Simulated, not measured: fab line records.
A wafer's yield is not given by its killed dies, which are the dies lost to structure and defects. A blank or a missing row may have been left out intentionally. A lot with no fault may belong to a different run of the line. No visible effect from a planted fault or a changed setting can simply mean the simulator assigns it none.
Which tool is to blame?    flow sky130    Sampling: 14 lots, 42 wafers, 5 of 708 route steps

WHAT EACH GAUGE READ, for each wafer
SKY_GATE_OXIDE_OVL_MEAS_10.
lot   measured      on          GATE_OXIDE_OVL (nm)
L226  day 15 05:23  overlay-02  1.4 -1.3 -0.2
L228  day 15 05:42  overlay-01  0.4 2.8 0.7
L227  day 15 07:08  overlay-02  -0.3 -1.4 -1.2
L229  day 16 06:19  overlay-02  -0.1 -0.9 -0.3
L233  day 16 15:05  overlay-02  -1.7 -0.2 -1.0
L235  day 17 10:49  overlay-01  -0.5 1.6 2.0
L236  day 18 02:59  overlay-01  0.9 0.3 -0.3
L238  day 18 09:55  overlay-01  2.3 1.6 2.1
L239  day 19 03:49  overlay-01  2.0 0.0 2.4
L240  day 19 12:26  overlay-02  -1.3 -0.6 1.1
L241  day 20 00:32  overlay-01  1.8 1.7 1.3
L243  day 20 11:43  overlay-01  1.7 1.0 2.9
L247  day 21 20:07  overlay-01  -0.3 0.7 -0.2
L248  day 22 01:08  overlay-02  -0.2 -1.9 -0.5

SKY_LDD_LDN_TW_MEAS_13.
lot   measured      on             LDD_LDN_TW
L226  day 24 09:51  film metro-03  1582 1579 1576
L228  day 24 11:36  film metro-01  1465 1462 1463
L227  day 24 11:55  film metro-03  1588 1588 1581
L229  day 25 14:14  film metro-03  1603 1606 1593
L233  day 25 21:31  film metro-03  1492 1494 1499
L235  day 26 22:55  film metro-03  1492 1483 1493
L236  day 27 06:20  film metro-01  1462 1464 1455
L238  day 27 11:37  film metro-01  1463 1463 1460
L239  day 28 08:33  film metro-03  1483 1491 1500
L240  day 28 13:34  film metro-02  1466 1457 1470
L241  day 29 00:18  film metro-03  1492 1499 1502
L243  day 29 12:58  film metro-03  1487 1499 1493
L247  day 30 18:16  film metro-02  1480 1466 1480
L248  day 30 20:07  film metro-03  1497 1482 1491

SKY_POLY_CUT_OVL_MEAS_09.
lot   measured      on          POLY_CUT_OVL (nm)
L226  day 25 17:26  overlay-02  2 1 13
L228  day 25 20:04  overlay-02  -2 -2 -4
L227  day 25 20:17  overlay-01  -2 5 -1
L229  day 26 20:27  overlay-01  2 3 0
L233  day 27 04:26  overlay-02  1 -6 -6
L235  day 28 05:45  overlay-02  7 8 9
L236  day 28 13:27  overlay-02  -1 1 2
L238  day 28 17:33  overlay-01  2 -1 -4
L239  day 29 14:30  overlay-01  3 1 -3
L240  day 29 19:35  overlay-01  -11 -4 -6
L241  day 30 06:48  overlay-01  8 3 0
L243  day 30 19:06  overlay-02  10 -3 11
L247  day 32 00:00  overlay-01  3 2 2
L248  day 32 01:40  overlay-02  -8 2 -4

EACH LOT AND THE TOOL THAT RAN IT (in order: tool; ch and the chambers of the sampled wafers; start)
lot   SKY_SONOS_ONO_ETCH_15               SKY_LDD_LDN_IMPLANT_08
L226  rie diel-02 ch 1,2,3, day 14 00:17  implanter-02 ch 0, day 24 08:50
L228  rie diel-04 ch 0,1, day 14 00:32    implanter-03 ch 0, day 24 10:56
L227  rie diel-02 ch 1,2,3, day 14 02:41  implanter-04 ch 0, day 24 10:54
L229  rie diel-04 ch 1,2, day 14 23:17    implanter-03 ch 0, day 25 13:14
L233  rie diel-02 ch 0,2,3, day 15 06:59  implanter-02 ch 0, day 25 20:49
L235  rie diel-04 ch 1,2,3, day 16 04:34  implanter-02 ch 0, day 26 22:13
L236  rie diel-03 ch 0,1, day 16 16:38    implanter-03 ch 0, day 27 05:38
L238  rie diel-02 ch 0,3, day 16 22:17    implanter-04 ch 0, day 27 10:56
L239  rie diel-02 ch 0,1,3, day 17 19:32  implanter-02 ch 0, day 28 07:51
L240  rie diel-04 ch 0,1,3, day 18 04:04  implanter-03 ch 0, day 28 12:52
L241  rie diel-02 ch 1,2,3, day 18 15:16  implanter-04 ch 0, day 28 23:36
L243  rie diel-04 ch 0,1, day 19 02:35    implanter-04 ch 0, day 29 12:17
L247  rie diel-02 ch 0,2, day 20 11:34    implanter-03 ch 0, day 30 17:35
L248  rie diel-02 ch 0,2, day 20 16:25    implanter-03 ch 0, day 30 19:27
- SKY_SONOS_ONO_ETCH_15: etches the open film in CHF3/O2, target depth 19.52 nm, time 7.8 s.
- SKY_LDD_LDN_IMPLANT_08

WHAT THE TOOLS THEMSELVES READ (means of the sampled wafers that have a number; where no wafer has one, the mark that the record gives instead)
SKY_SONOS_ONO_ETCH_15.
lot   tool         drypump motor current A (A)  oes product au (a.u.)  rf fwd power W (W)  throttle valve pct (%)
L226  rie diel-02  6.0                          1.012                  598                 8.819
L228  rie diel-04  6.0                          1.010                  593                 8.825
L227  rie diel-02  6.0                          1.001                  596                 8.835
L229  rie diel-04  5.8                          0.996                  592                 8.829
L233  rie diel-02  5.8                          0.999                  596                 8.821
L235  rie diel-04  5.8                          1.001                  592                 8.823
L236  rie diel-03  5.9                          1.006                  592                 8.819
L238  rie diel-02  5.6                          1.002                  597                 8.833
L239  rie diel-02  5.8                          1.002                  596                 8.823
L240  rie diel-04  6.0                          0.998                  593                 8.826
L241  rie diel-02  6.0                          1.002                  596                 8.826
L243  rie diel-04  6.0                          1.004                  593                 8.825
L247  rie diel-02  6.1                          0.993                  599                 8.827
L248  rie diel-02  5.9                          0.999                  596                 8.828

THE ANSWER, worked out from the rows above alone
Rule: what is usual is taken from the lots themselves. The widest of any qualifying gaps counts: lots, ordered by their means at a reading, are off when they make up no more than a third of the lots, leave a main group of 4 or more, and stand apart from it by 3 or more times the standard deviation of that group's means. A main group is skipped when, at the precision printed for the reading in the tables above, its means are all equal. Also off: a lot with no number at a reading for which 4 or more lots have one. All remaining lots with rows at the step are treated as sound. After the gauges, taken in route order, come the tools' own readings; for these a lot's mean is taken, as printed above. At the first step where some lot is off, the reading lying furthest off is the one used; lots without a number count as furthest.
Off: L226, L227, L229, at SKY_LDD_LDN_TW_MEAS_13 (LDD_LDN_TW). The main group has a mean of 1480 with a standard deviation of 14.
If a tool, at a process step before that reading, ran all the lots that are off and no sound lot after the first of them, it fits. Gauges at SKY_LDD_LDN_TW_MEAS_13: tried the same way as those tools. Of those tried, none fits.

WHAT WAS PUT IN BY THE SIMULATOR
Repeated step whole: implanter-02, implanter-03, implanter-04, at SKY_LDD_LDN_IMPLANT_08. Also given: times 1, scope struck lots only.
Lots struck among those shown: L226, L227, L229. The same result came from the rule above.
